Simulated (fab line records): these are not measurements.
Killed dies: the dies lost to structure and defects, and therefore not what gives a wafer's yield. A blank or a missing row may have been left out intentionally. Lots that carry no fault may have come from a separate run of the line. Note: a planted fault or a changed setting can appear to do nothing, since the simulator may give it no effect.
2 desks looking at one fault :: flow sky130 :: only its own numbers are on each desk; what lay behind them is given at the end

## THE TOOL OWNER'S DESK: hdpcvd-01
The tool's own readings at SKY_CONTACT_HDPCVD_02 (deposits SiO2, target thk 565 nm, time 94.2 s): means of the sampled wafers that have a number, for each lot that ran on this tool. A lot is out of limits, marked OUT, if its mean lies more than 4 standard deviations from the usual mean; the brackets give that distance.
Columns: A = run_length_s at SKY_CONTACT_HDPCVD_02, usual 122.0 s
lot: L233
first seen here: day 31 22:19
A: 121.9

lot: L238
first seen here: day 33 02:16
A: 124.6

lot: L240
first seen here: day 33 13:00
A: 125.3 (+5.2) OUT

lot: L243
first seen here: day 34 06:44
A: 125.7 (+5.6) OUT

lot: L253
first seen here: day 37 00:20
A: 121.6

lot: L254
first seen here: day 37 03:03
A: 121.8
This desk's verdict: out of limits on L240, L243, starting with L240 at day 33 13:00 (run_length_s at SKY_CONTACT_HDPCVD_02). Within limits: L233, L238, L253, L254.

## METROLOGY DESK
What the gauges read, lot by lot, whatever tool the lot ran on: means of the sampled wafers that have a number. A lot is out of limits, marked OUT, if its mean lies more than 4 standard deviations from the usual mean; the brackets give that distance.
Columns: A = cd_nm at SKY_LOCAL_INTERCONNECT_CD_MEAS_11, usual 170.1 nm; B = CONTACT_HDPCVD_THK at SKY_CONTACT_THK_MEAS_03, usual 567 nm
lot: L232
first seen here: day 30 15:33
A: 170.4
B: 570

lot: L233
first seen here: day 31 21:18
A: 166.0
B: 564

lot: L235
first seen here: day 32 09:50
A: 170.9
B: 565

lot: L236
first seen here: day 32 10:46
A: 169.0
B: 565

lot: L238
first seen here: day 33 01:19
A: 171.9
B: 575

lot: L240
first seen here: day 33 12:02
A: 171.4
B: 583

lot: L243
first seen here: day 34 05:47
A: 169.6
B: 589

lot: L245
first seen here: day 34 14:29
A: 170.9
B: 574

lot: L246
first seen here: day 34 16:45
A: 170.8
B: 577

lot: L251
first seen here: day 36 22:47
A: 170.2
B: 567

lot: L253
first seen here: day 36 22:59
A: 172.1
B: 564

lot: L252
first seen here: day 36 23:33
A: 171.5
B: 573

lot: L254
first seen here: day 37 01:36
A: 170.9
B: 562
Finding of this desk: none of the 13 lots has anything out of limits.

## BROUGHT TOGETHER
The tool owner's desk could have raised an alarm at day 33 13:00, on L240, L243.
At the metrology desk, nothing out of limits was observed.
The metrology desk holds a record of L240, L243, inside its limits.
All the named lots went through SKY_CONTACT_HDPCVD_02 on hdpcvd-01.

## WHAT THE SIMULATOR PUT IN
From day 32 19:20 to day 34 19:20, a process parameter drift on hdpcvd-01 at SKY_CONTACT_HDPCVD_02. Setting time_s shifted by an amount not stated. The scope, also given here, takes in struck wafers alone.
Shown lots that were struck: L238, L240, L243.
Hours from the fault's start to each desk's first reading out of limits: the tool owner's desk, 18.
